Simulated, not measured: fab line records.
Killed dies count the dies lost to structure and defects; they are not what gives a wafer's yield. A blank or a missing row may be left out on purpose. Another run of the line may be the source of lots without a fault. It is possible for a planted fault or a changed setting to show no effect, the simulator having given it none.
fab line records	flow sky130
record: lots: 24	wafers: 72	last_day: 50
route steps=708 shown METAL2@484 VIA2@520 METAL3@532 VIA3@576 METAL4@629 METAL5@662
lots untouched by any fault: they come from a run of this same line in which no faults occurred
start_h: hours from the record's first day to the start of the lot's first wafer shown	wait_h: how many hours have passed since the lot's step before this one	" the same as in the row above	L1.1+2: several wafers, shown together as one row	- no value, or no start given	* or withheld: withheld	< > ~ a bound
route shown NAME@n: a module of which the file shows steps, and the number in the route of the first	usual: mean and standard deviation over wafers with no fault	same: alike in all rows	chamber/n: place in a boat	sites: each site's reading	_std_site: standard deviation across them	_edge_site: mean of outer sites minus mean of inner sites	radius_mm: how far each site lies from the wafer's centre	mask NAME#n: copy n	behind: tool/chamber where the wafer was last shaped	hold: what put the lot on hold/how long, in hours/how the hold closed	device: transistor that didn't switch, given as n, p or np	end of line: the same wafers' tests at the end of the route	a step with no rows: only its recipe	killed: the dies lost at the first sort to structure and to defects; this is not the yield of the wafer	map: per-die view of a wafer (x killed, . not killed, _ where there is no die)
set.NAME: the setting as run; set.NAME@STEP: as run at that earlier step	model.NAME: the simulator's own value behind a step, which no gauge read
the route's steps for a sample of lots (tables are steps, rows are wafers)
services: a tool's chamber out of use, with start hour (start_h, from the record's first day; less than 0 if before it), hours out, and reason
== steps ==
step: SKY_METAL2_SPUTTER_01
recipe: material: TiN	target_thk_nm: 20	power_w: 6500	time_s: 16.7	chamber_pressure_pa: 0.4
usual: throttle_valve_pct: 29.9/1.1
lot.wafer	tool	chamber	start_h	wait_h	throttle_valve_pct
L075.2	pvd_sputter-01	-	797.03	0.0	31.1
L075.3	"	-	"	"	28.7
L075.6	"	-	"	"	29.2
L074.1	pvd_sputter-04	-	799.17	0.0	29.6
L074.3	"	-	"	"	30.4
L074.6	"	-	"	"	30.2
L076.1	pvd_sputter-01	-	811.44	0.0	31.2
L076.3	"	-	"	"	30.8
L076.4	"	-	"	"	28.6
L077.1	pvd_sputter-04	-	817.01	0.0	30.4
L077.4	"	-	"	"	28.3
L077.5	"	-	"	"	30.3
L078.2	pvd_sputter-01	-	846.68	0.0	28.3
L078.3	"	-	"	"	29.0
L078.5	"	-	"	"	30.9
L079.3	pvd_sputter-04	-	848.39	0.0	31.1
L079.4	"	-	"	"	30.2
L079.6	"	-	"	"	29.4
L081.3	pvd_sputter-01	-	848.95	0.0	29.0
L081.4	"	-	"	"	31.0
L081.6	"	-	"	"	29.0
L080.1	pvd_sputter-02	-	850.55	0.0	31.4
L080.4	"	-	"	"	31.6
L080.5	"	-	"	"	31.1
L082.2	pvd_sputter-01	-	855.72	0.0	29.4
L082.3	"	-	"	"	31.0
L082.5	"	-	"	"	31.1
L083.2	pvd_sputter-04	-	864.69	0.0	29.3
L083.5	"	-	"	"	29.6
L083.6	"	-	"	"	30.3
L084.1	pvd_sputter-01	-	872.53	0.0	28.8
L084.2	"	-	"	"	31.3
L084.5	"	-	"	"	30.5
L085.1	pvd_sputter-01	-	879.27	0.0	29.0
L085.5	"	-	"	"	29.2
L085.6	"	-	"	"	30.9
L086.1	pvd_sputter-01	-	886.95	0.0	31.3
L086.2	"	-	"	"	31.1
L086.6	"	-	"	"	29.0
L087.1	pvd_sputter-04	-	898.49	0.0	28.4
L087.5	"	-	"	"	30.3
L087.6	"	-	"	"	29.3
L088.2	pvd_sputter-01	-	902.95	0.0	28.8
L088.3	"	-	"	"	30.6
L088.5	"	-	"	"	28.7
L089.1	pvd_sputter-04	-	907.59	0.0	31.2
L089.4	"	-	"	"	28.3
L089.5	"	-	"	"	30.9
L090.3	pvd_sputter-01	-	916.05	0.0	28.9
L090.4	"	-	"	"	28.7
L090.6	"	-	"	"	30.7
L091.1	pvd_sputter-04	-	917.23	0.0	30.6
L091.2	"	-	"	"	30.3
L091.4	"	-	"	"	29.4
L092.3	pvd_sputter-04	-	921.28	0.0	29.9
L092.5	"	-	"	"	31.1
L092.6	"	-	"	"	30.2
L094.1	pvd_sputter-02	-	944.66	0.0	31.9
L094.5	"	-	"	"	28.3
L094.6	"	-	"	"	31.6
L093.1	pvd_sputter-02	-	945.57	0.0	31.8
L093.2	"	-	"	"	31.2
L093.6	"	-	"	"	31.7
L095.3	pvd_sputter-01	-	948.41	0.0	29.1
L095.5	"	-	"	"	29.0
L095.6	"	-	"	"	31.3
L096.1	pvd_sputter-02	-	953.64	0.0	31.8
L096.3	"	-	"	"	31.5
L096.4	"	-	"	"	29.2
L097.1	pvd_sputter-01	-	960.49	0.0	28.7
L097.3	"	-	"	"	31.1
L097.5	"	-	"	"	29.2
step: SKY_VIA2_OVL_MEAS_13
usual: VIA2_OVL: 3/6.4
lot.wafer	tool	chamber	start_h	wait_h	VIA2_OVL[nm]
L075.2	overlay-02	-	851.16	0.1	3
L075.3	"	-	"	"	0
L075.6	"	-	"	"	-2
L074.1	overlay-01	-	853.64	0.1	17
L074.3	"	-	"	"	13
L074.6	"	-	"	"	5
L076.1	overlay-02	-	864.24	0.1	-1
L076.3	"	-	"	"	1
L076.4	"	-	"	"	-1
L077.1	overlay-01	-	871.14	0.1	0
L077.4	"	-	"	"	1
L077.5	"	-	"	"	3
L078.2	overlay-02	-	900.26	0.1	6
L078.3	"	-	"	"	10
L078.5	"	-	"	"	14
L079.3	overlay-02	-	902.13	0.1	-2
L079.4	"	-	"	"	11
L079.6	"	-	"	"	10
L081.3	overlay-01	-	902.25	0.1	3
L081.4	"	-	"	"	-11
L081.6	"	-	"	"	-13
L080.1	overlay-02	-	903.46	0.1	-6
L080.4	"	-	"	"	-9
L080.5	"	-	"	"	-9
L082.2	overlay-01	-	908.63	0.1	7
L082.3	"	-	"	"	-6
L082.5	"	-	"	"	3
L083.2	overlay-02	-	917.13	0.1	10
L083.5	"	-	"	"	4
L083.6	"	-	"	"	8
L084.1	overlay-02	-	925.11	0.1	2
L084.2	"	-	"	"	6
L084.5	"	-	"	"	0
L085.1	overlay-02	-	931.64	0.1	6
L085.5	"	-	"	"	7
L085.6	"	-	"	"	15
L086.1	overlay-02	-	938.26	0.1	-9
L086.2	"	-	"	"	-2
L086.6	"	-	"	"	1
L087.1	overlay-01	-	950.06	0.1	-1
L087.5	"	-	"	"	-2
L087.6	"	-	"	"	4
L088.2	overlay-02	-	954.48	0.1	2
L088.3	"	-	"	"	-4
L088.5	"	-	"	"	1
L089.1	overlay-01	-	958.37	0.1	14
L089.4	"	-	"	"	7
L089.5	"	-	"	"	5
L090.3	overlay-01	-	966.28	0.1	-5
L090.4	"	-	"	"	6
L090.6	"	-	"	"	1
L091.1	overlay-01	-	967.16	0.1	-8
L091.2	"	-	"	"	6
L091.4	"	-	"	"	-1
L092.3	overlay-02	-	971.22	0.1	1
L092.5	"	-	"	"	3
L092.6	"	-	"	"	5
L094.1	overlay-01	-	994.36	0.1	10
L094.5	"	-	"	"	9
L094.6	"	-	"	"	8
L093.1	overlay-01	-	995.31	0.1	1
L093.2	"	-	"	"	7
L093.6	"	-	"	"	6
L095.3	overlay-01	-	997.76	0.1	3
L095.5	"	-	"	"	5
L095.6	"	-	"	"	5
L096.1	overlay-02	-	1003.84	0.1	2
L096.3	"	-	"	"	-3
L096.4	"	-	"	"	2
L097.1	overlay-02	-	1009.54	0.1	12
L097.3	"	-	"	"	12
L097.5	"	-	"	"	6
step: SKY_METAL3_SPUTTER_00
recipe: material: Ti	target_thk_nm: 15	power_w: 3000	time_s: 10	chamber_pressure_pa: 0.4
usual: throttle_valve_pct: 29.9/0.87
lot.wafer	tool	chamber	start_h	wait_h	throttle_valve_pct
L075.2	pvd_sputter-04	-	852.60	0.1	30.8
L075.3	"	-	"	"	30.3
L075.6	"	-	"	"	28.2
L074.1	pvd_sputter-04	-	855.05	0.1	31.0
L074.3	"	-	"	"	28.3
L074.6	"	-	"	"	30.6
L076.1	pvd_sputter-01	-	865.65	0.2	31.2
L076.3	"	-	"	"	28.8
L076.4	"	-	"	"	28.6
L077.1	pvd_sputter-04	-	872.55	0.1	30.1
L077.4	"	-	"	"	28.2
L077.5	"	-	"	"	30.7
L078.2	pvd_sputter-03	-	901.66	0.1	29.7
L078.3	"	-	"	"	30.8
L078.5	"	-	"	"	29.2
L079.3	pvd_sputter-01	-	903.53	0.1	30.9
L079.4	"	-	"	"	29.1
L079.6	"	-	"	"	28.4
L081.3	pvd_sputter-03	-	903.65	0.2	31.2
L081.4	"	-	"	"	30.0
L081.6	"	-	"	"	29.6
L080.1	pvd_sputter-03	-	904.86	0.2	29.7
L080.4	"	-	"	"	30.2
L080.5	"	-	"	"	30.2
L082.2	pvd_sputter-01	-	910.07	0.1	28.7
L082.3	"	-	"	"	31.2
L082.5	"	-	"	"	28.4
L083.2	pvd_sputter-03	-	918.90	0.1	30.6
L083.5	"	-	"	"	29.6
L083.6	"	-	"	"	30.0
L084.1	pvd_sputter-04	-	926.51	0.2	30.8
L084.2	"	-	"	"	30.2
L084.5	"	-	"	"	30.8
L085.1	pvd_sputter-03	-	933.05	0.1	29.4
L085.5	"	-	"	"	31.0
L085.6	"	-	"	"	29.6
L086.1	pvd_sputter-01	-	939.71	0.2	30.8
L086.2	"	-	"	"	28.6
L086.6	"	-	"	"	30.8
L087.1	pvd_sputter-03	-	951.60	0.2	29.7
L087.5	"	-	"	"	29.2
L087.6	"	-	"	"	30.3
L088.2	pvd_sputter-01	-	955.93	0.1	29.1
L088.3	"	-	"	"	30.5
L088.5	"	-	"	"	30.8
L089.1	pvd_sputter-01	-	959.78	0.2	29.3
L089.4	"	-	"	"	28.5
L089.5	"	-	"	"	31.0
L090.3	pvd_sputter-03	-	967.68	0.2	29.5
L090.4	"	-	"	"	29.3
L090.6	"	-	"	"	29.5
L091.1	pvd_sputter-01	-	968.56	0.1	31.0
L091.2	"	-	"	"	30.3
L091.4	"	-	"	"	29.1
L092.3	pvd_sputter-03	-	972.82	0.2	30.9
L092.5	"	-	"	"	29.3
L092.6	"	-	"	"	29.9
L094.1	pvd_sputter-03	-	995.84	0.1	30.9
L094.5	"	-	"	"	30.0
L094.6	"	-	"	"	29.9
L093.1	pvd_sputter-03	-	996.88	0.1	31.0
L093.2	"	-	"	"	30.2
L093.6	"	-	"	"	31.2
L095.3	pvd_sputter-01	-	999.22	0.1	31.0
L095.5	"	-	"	"	31.2
L095.6	"	-	"	"	28.7
L096.1	pvd_sputter-03	-	1006.50	0.1	29.3
L096.3	"	-	"	"	30.9
L096.4	"	-	"	"	29.9
L097.1	pvd_sputter-04	-	1010.99	0.2	30.3
L097.3	"	-	"	"	29.5
L097.5	"	-	"	"	30.6
step: SKY_VIA3_BOW_MEAS_03
recipe: mode: bow
usual: VIA3_BOW: 78/7.9
lot.wafer	tool	chamber	start_h	wait_h	VIA3_BOW[um]
L075.2	film_metro-02	-	906.43	0.3	79
L075.3	"	-	"	"	70
L075.6	"	-	"	"	71
L074.1	film_metro-01	-	908.85	0.2	79
L074.3	"	-	"	"	84
L074.6	"	-	"	"	77
L076.1	film_metro-01	-	919.50	0.1	81
L076.3	"	-	"	"	70
L076.4	"	-	"	"	68
L077.1	film_metro-03	-	926.24	0.2	76
L077.4	"	-	"	"	82
L077.5	"	-	"	"	90
L078.2	film_metro-03	-	953.92	0.2	86
L078.3	"	-	"	"	81
L078.5	"	-	"	"	72
L079.3	film_metro-02	-	955.25	0.2	69
L079.4	"	-	"	"	80
L079.6	"	-	"	"	75
L081.3	film_metro-01	-	955.58	0.2	82
L081.4	"	-	"	"	79
L081.6	"	-	"	"	69
L080.1	film_metro-03	-	956.32	0.2	78
L080.4	"	-	"	"	87
L080.5	"	-	"	"	65
L082.2	film_metro-01	-	961.44	0.1	84
L082.3	"	-	"	"	78
L082.5	"	-	"	"	85
L083.2	film_metro-02	-	969.64	0.3	81
L083.5	"	-	"	"	80
L083.6	"	-	"	"	78
L084.1	film_metro-02	-	977.14	0.1	98
L084.2	"	-	"	"	83
L084.5	"	-	"	"	92
L085.1	film_metro-01	-	983.94	0.1	74
L085.5	"	-	"	"	74
L085.6	"	-	"	"	76
L086.1	film_metro-02	-	990.20	0.1	72
L086.2	"	-	"	"	77
L086.6	"	-	"	"	83
L087.1	film_metro-01	-	1002.09	0.1	76
L087.5	"	-	"	"	61
L087.6	"	-	"	"	69
L088.2	film_metro-03	-	1006.97	0.2	91
L088.3	"	-	"	"	76
L088.5	"	-	"	"	76
L089.1	film_metro-01	-	1010.74	0.2	81
L089.4	"	-	"	"	75
L089.5	"	-	"	"	82
L090.3	film_metro-02	-	1016.62	0.2	70
L090.4	"	-	"	"	71
L090.6	"	-	"	"	68
L091.1	film_metro-01	-	1017.53	0.2	87
L091.2	"	-	"	"	74
L091.4	"	-	"	"	81
L092.3	film_metro-02	-	1022.12	0.2	81
L092.5	"	-	"	"	73
L092.6	"	-	"	"	85
L094.1	film_metro-03	-	1043.15	0.1	82
L094.5	"	-	"	"	76
L094.6	"	-	"	"	81
L093.1	film_metro-02	-	1044.10	0.1	86
L093.2	"	-	"	"	77
L093.6	"	-	"	"	73
L095.3	film_metro-03	-	1046.50	0.3	80
L095.5	"	-	"	"	70
L095.6	"	-	"	"	73
L096.1	film_metro-01	-	1054.14	0.1	66
L096.3	"	-	"	"	63
L096.4	"	-	"	"	73
L097.1	film_metro-03	-	1057.60	0.2	91
L097.3	"	-	"	"	101
L097.5	"	-	"	"	92
step: SKY_METAL4_CD_MEAS_13
recipe: target_cd_nm: 300
usual: cd_nm: 300.4/1.3
lot.wafer	tool	chamber	start_h	wait_h	cd_nm
L075.2	cd_sem-01	-	981.36	-	300.8
L075.3	"	-	"	"	301.0
L075.6	"	-	"	"	299.7
L074.1	cd_sem-02	-	985.56	-	297.9
L074.3	"	-	"	"	299.4
L074.6	"	-	"	"	298.6
L076.1	cd_sem-02	-	994.16	-	301.6
L076.3	"	-	"	"	301.1
L076.4	"	-	"	"	302.1
L077.1	cd_sem-01	-	1001.56	-	299.6
L077.4	"	-	"	"	299.7
L077.5	"	-	"	"	301.4
L078.2	cd_sem-01	-	1027.53	-	299.1
L078.3	"	-	"	"	300.0
L078.5	"	-	"	"	299.4
L081.3	cd_sem-02	-	1028.18	-	301.9
L081.4	"	-	"	"	302.0
L081.6	"	-	"	"	302.6
L079.3	cd_sem-01	-	1029.21	-	300.2
L079.4	"	-	"	"	300.0
L079.6	"	-	"	"	300.8
L080.1	cd_sem-01	-	1029.59	-	298.0
L080.4	"	-	"	"	299.1
L080.5	"	-	"	"	300.4
L082.2	cd_sem-01	-	1034.18	-	301.9
L082.3	"	-	"	"	302.3
L082.5	"	-	"	"	300.8
L083.2	cd_sem-01	-	1040.88	-	302.1
L083.5	"	-	"	"	301.7
L083.6	"	-	"	"	302.6
L084.1	cd_sem-01	-	1047.17	-	299.1
L084.2	"	-	"	"	299.8
L084.5	"	-	"	"	299.8
L085.1	cd_sem-01	-	1054.07	-	300.8
L085.5	"	-	"	"	300.9
L085.6	"	-	"	"	301.2
L086.1	cd_sem-01	-	1057.87	-	299.9
L086.2	"	-	"	"	298.5
L086.6	"	-	"	"	301.9
L087.1	cd_sem-01	-	1075.96	-	300.5
L087.5	"	-	"	"	299.7
L087.6	"	-	"	"	298.6
L088.2	cd_sem-01	-	1076.68	-	301.4
L088.3	"	-	"	"	302.0
L088.5	"	-	"	"	301.0
L089.1	cd_sem-01	-	1078.01	-	297.6
L089.4	"	-	"	"	298.2
L089.5	"	-	"	"	297.7
L090.3	cd_sem-01	-	1083.06	-	302.2
L090.4	"	-	"	"	301.7
L090.6	"	-	"	"	300.4
L091.1	cd_sem-02	-	1084.04	-	301.1
L091.2	"	-	"	"	300.1
L091.4	"	-	"	"	299.0
L092.3	cd_sem-02	-	1087.65	-	301.4
L092.5	"	-	"	"	299.2
L092.6	"	-	"	"	299.8
L094.1	cd_sem-02	-	1107.77	-	299.3
L094.5	"	-	"	"	301.1
L094.6	"	-	"	"	300.2
L093.1	cd_sem-01	-	1109.64	-	301.6
L093.2	"	-	"	"	301.1
L093.6	"	-	"	"	301.5
L095.3	cd_sem-02	-	1111.28	-	300.8
L095.5	"	-	"	"	302.4
L095.6	"	-	"	"	302.6
L096.1	cd_sem-01	-	1119.74	-	298.6
L096.3	"	-	"	"	298.0
L096.4	"	-	"	"	299.1
L097.1	cd_sem-01	-	1123.14	-	301.2
L097.3	"	-	"	"	299.8
L097.5	"	-	"	"	300.5
step: SKY_METAL5_SPUTTER_01
recipe: material: TiN	target_thk_nm: 20	power_w: 6500	time_s: 16.7	chamber_pressure_pa: 0.4
usual: throttle_valve_pct: 30.0/1.2
lot.wafer	tool	chamber	start_h	wait_h	throttle_valve_pct
L075.2	pvd_sputter-04	-	1007.41	0.0	30.9
L075.3	"	-	"	"	28.4
L075.6	"	-	"	"	28.2
L074.1	pvd_sputter-02	-	1012.24	0.0	29.0
L074.3	"	-	"	"	31.5
L074.6	"	-	"	"	29.2
L076.1	pvd_sputter-01	-	1020.37	0.0	31.0
L076.3	"	-	"	"	29.2
L076.4	"	-	"	"	28.6
L077.1	pvd_sputter-04	-	1026.62	0.0	29.6
L077.4	"	-	"	"	30.3
L077.5	"	-	"	"	29.4
L078.2	pvd_sputter-02	-	1052.51	0.0	31.7
L078.3	"	-	"	"	28.2
L078.5	"	-	"	"	31.7
L081.3	pvd_sputter-02	-	1053.48	0.0	31.4
L081.4	"	-	"	"	31.8
L081.6	"	-	"	"	32.0
L079.3	pvd_sputter-04	-	1054.46	0.0	29.3
L079.4	"	-	"	"	30.4
L079.6	"	-	"	"	28.3
L080.1	pvd_sputter-01	-	1054.57	0.0	29.0
L080.4	"	-	"	"	28.5
L080.5	"	-	"	"	30.9
L082.2	pvd_sputter-04	-	1057.93	0.0	29.6
L082.3	"	-	"	"	28.3
L082.5	"	-	"	"	29.4
L083.2	pvd_sputter-02	-	1064.53	0.0	29.4
L083.5	"	-	"	"	29.1
L083.6	"	-	"	"	31.7
L084.1	pvd_sputter-04	-	1071.94	0.0	30.9
L084.2	"	-	"	"	29.4
L084.5	"	-	"	"	28.3
L085.1	pvd_sputter-01	-	1079.12	0.0	30.9
L085.5	"	-	"	"	28.5
L085.6	"	-	"	"	31.1
L086.1	pvd_sputter-04	-	1082.82	0.0	30.9
L086.2	"	-	"	"	28.5
L086.6	"	-	"	"	29.5
L087.1	pvd_sputter-04	-	1099.70	0.0	30.2
L087.5	"	-	"	"	29.9
L087.6	"	-	"	"	29.2
L088.2	pvd_sputter-01	-	1100.21	0.0	28.5
L088.3	"	-	"	"	31.0
L088.5	"	-	"	"	30.6
L089.1	pvd_sputter-02	-	1101.51	0.0	31.2
L089.4	"	-	"	"	28.7
L089.5	"	-	"	"	31.7
L090.3	pvd_sputter-02	-	1105.11	0.0	29.1
L090.4	"	-	"	"	28.6
L090.6	"	-	"	"	28.5
L091.1	pvd_sputter-01	-	1107.80	0.0	28.8
L091.2	"	-	"	"	31.4
L091.4	"	-	"	"	30.7
L092.3	pvd_sputter-01	-	1110.82	0.0	28.4
L092.5	"	-	"	"	28.9
L092.6	"	-	"	"	31.1
L094.1	pvd_sputter-02	-	1129.28	0.0	31.7
L094.5	"	-	"	"	31.4
L094.6	"	-	"	"	31.8
L093.1	pvd_sputter-02	-	1130.38	0.0	28.4
L093.2	"	-	"	"	31.5
L093.6	"	-	"	"	31.9
L095.3	pvd_sputter-01	-	1132.25	0.0	30.5
L095.5	"	-	"	"	30.6
L095.6	"	-	"	"	28.4
L096.1	pvd_sputter-01	-	1142.94	0.0	28.8
L096.3	"	-	"	"	28.7
L096.4	"	-	"	"	31.2
L097.1	pvd_sputter-02	-	1146.78	0.0	28.6
L097.3	"	-	"	"	29.2
L097.5	"	-	"	"	31.7
== services ==
tool	chamber	start_h	hours	kind
pvd_sputter-02	3	832.59	-	consumable_replace:kit
pvd_sputter-04	-	838.04	3.4	repair
pvd_sputter-01	3	847.92	-	consumable_replace:kit
pvd_sputter-01	3	847.92	18.0	scheduled_down
pvd_sputter-01	3	847.92	18.0	vent_cycle
pvd_sputter-02	-	916.83	3.3	repair
pvd_sputter-01	-	980.41	4.4	repair
pvd_sputter-04	-	986.82	2.7	repair
pvd_sputter-01	2	987.02	-	consumable_replace:kit
pvd_sputter-01	2	987.02	18.0	scheduled_down
pvd_sputter-01	2	987.02	18.0	vent_cycle
pvd_sputter-02	-	987.22	1.5	repair
pvd_sputter-02	-	1006.35	1.9	repair
pvd_sputter-04	0	1008.71	-	consumable_replace:kit
pvd_sputter-04	0	1008.71	18.0	scheduled_down
pvd_sputter-04	0	1008.71	18.0	vent_cycle
pvd_sputter-03	-	1045.19	3.9	repair
pvd_sputter-01	1	1081.30	-	consumable_replace:kit
pvd_sputter-01	1	1081.30	18.0	scheduled_down
pvd_sputter-01	1	1081.30	18.0	vent_cycle
pvd_sputter-01	-	1117.83	3.0	repair
pvd_sputter-04	3	1127.07	-	consumable_replace:kit
pvd_sputter-04	3	1127.07	18.0	scheduled_down
pvd_sputter-04	3	1127.07	18.0	vent_cycle
== key ==
fault none
